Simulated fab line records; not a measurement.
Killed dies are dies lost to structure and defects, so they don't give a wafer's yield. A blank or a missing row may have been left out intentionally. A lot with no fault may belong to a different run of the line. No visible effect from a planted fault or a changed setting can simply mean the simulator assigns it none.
Struck lot and sound lot, side by side ; flow gf180mcu ; 17 steps out of a route of 602
Sound: the wafers L127.1, L127.2, L127.5. Wafers struck: L133.1, L133.5, L133.6. The cause is given at the end.
Order at every step that has rows: each side's tool, ch and its chambers, its first start. Under that, the readings that differ: sound wafers ; struck wafers ; difference of the means ; sigmas: that difference in standard deviations of wafers without a fault.
alike: same words and numbers on both sides, and readings whose means sit less than 2 such deviations apart. not compared: any withheld reading, any reading some wafer has no value for, any bound like >300 that may hide the same value, and any number with overlapping values for which the record gives no deviation.
The two part at a step that has a row with sigmas, a row that says differs or no value, or rows on one side only. Numbers that have no deviation but don't overlap get no sigmas and don't part them. A reading missing from all wafers of one side parts the sides only when that side holds two or more wafers.

first, 3 steps without rows for these wafers: GF_V4_EXPOSE_11 (exposes mask Via4, target cd 260 nm); GF_V4_PEB_12 (peb time 90 s); GF_V4_DEVELOP_13 (develop time 60 s).
GF_V4_CD_MEAS_14: target cd 260 nm.
  sound: cdSem-02 at day 26 20:59; struck: cdSem-02 at day 28 16:31
  alike: cdNm
GF_V4_OVL_MEAS_15:
  sound: overlay-01 at day 26 21:06; struck: overlay-01 at day 28 16:38
  alike: V4_OVL
GF_V4_ETCH_16: etches BARC in N2/H2.
  sound on rieDiel-01 ch 1,3, day 26 21:08; struck on rieDiel-03 ch 1,2, day 28 16:40
  alike: drypumpMotorCurrentA, oesProductAu, throttleValvePct
GF_V4_ETCH_17: etches SiO2 in C4F8/O2/Ar, stops on TiN, target depth 630 nm.
  sound on rieDiel-01 ch 1,3; struck on rieDiel-03 ch 1,2
  alike: oesProductAu
GF_V4_STRIP_18: strips in O2/N2.
  sound on plasmaAsher-02 ch 0,1, day 26 21:16; struck on plasmaAsher-04 ch 0,1, day 28 16:48
  alike: drypumpMotorCurrentA, heaterPowerW, oesProductAu
  not compared: rfHoursCounterH
then, 3 steps without rows for these wafers: GF_V4_STRIP_19 (strips in post etch residue remover, time 1200 s); GF_V4_CLEAN_20 (cleans in DIW); GF_V4_SPUTTER_21 (material Ti, target thk 15 nm, time 80.02 s).
GF_V4_SPUTTER_22: material TiN, target thk 10 nm, time 40 s.
  sound: pvdSputter-01 at day 26 21:53; struck: pvdSputter-04 at day 28 17:24
  alike: throttleValvePct
GF_V4_CVD_23: deposits W, target thk 350 nm, time 104.9 s.
  sound on cvdW-02 ch 0,1, day 26 21:56; struck on cvdW-02 ch 0,1, day 28 17:26
reading;sound;struck;difference;sigmas
chamberPressureTorr (Torr);40.06 40.05 40.05;43.04 42.99 42.74;+2.87;+29
model.W_of_V4_CVD_23.thkNm (nm);351.9 355.4 351.4;365.5 365.8 370.7;+14.4;
  alike: heaterPowerOuterW, heaterPowerW
  not compared: sinceWetCleanH
GF_V4_RS_MEAS_24: a four-point-probe measurement.
  sound: filmMetro-04 at day 26 22:02; struck: filmMetro-04 at day 28 17:33
reading;sound;struck;difference;sigmas
V4_W_RS (ohm/sq);0.325 0.322 0.326;0.313 0.313 0.309;-0.013;-4
GF_V4_THK_MEAS_25: measures by xrf.
  sound: filmMetro-04 at day 26 22:10; struck: filmMetro-04 at day 28 17:40
reading;sound;struck;difference;sigmas
V4_W_THK (nm);346 348 345;357 357 363;+13;+2
GF_V4_CMP_26: polishes, stops on SiO2, t overpolish 15 s, target thk 0 nm.
  sound on cmp-02 ch 0,1,2, day 26 22:13; struck on cmp-01 ch 0,2,3, day 28 17:53
  alike: motorCurrentA, overpolishRunS, slurryFlowMlMin, timeToEndpointS
next, for these wafers, 1 step has no rows: GF_PASSIVATION_PROBE_99.

== WHERE THEY PART ==
Earliest at GF_V4_CVD_23; latest, in this record, at GF_V4_THK_MEAS_25. Later steps at which nothing parts them and some readings are alike: GF_V4_CMP_26.

WHY: what had been put in by the simulator
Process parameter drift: cvdW-02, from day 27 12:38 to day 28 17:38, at GF_V4_CVD_23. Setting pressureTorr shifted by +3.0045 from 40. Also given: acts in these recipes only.
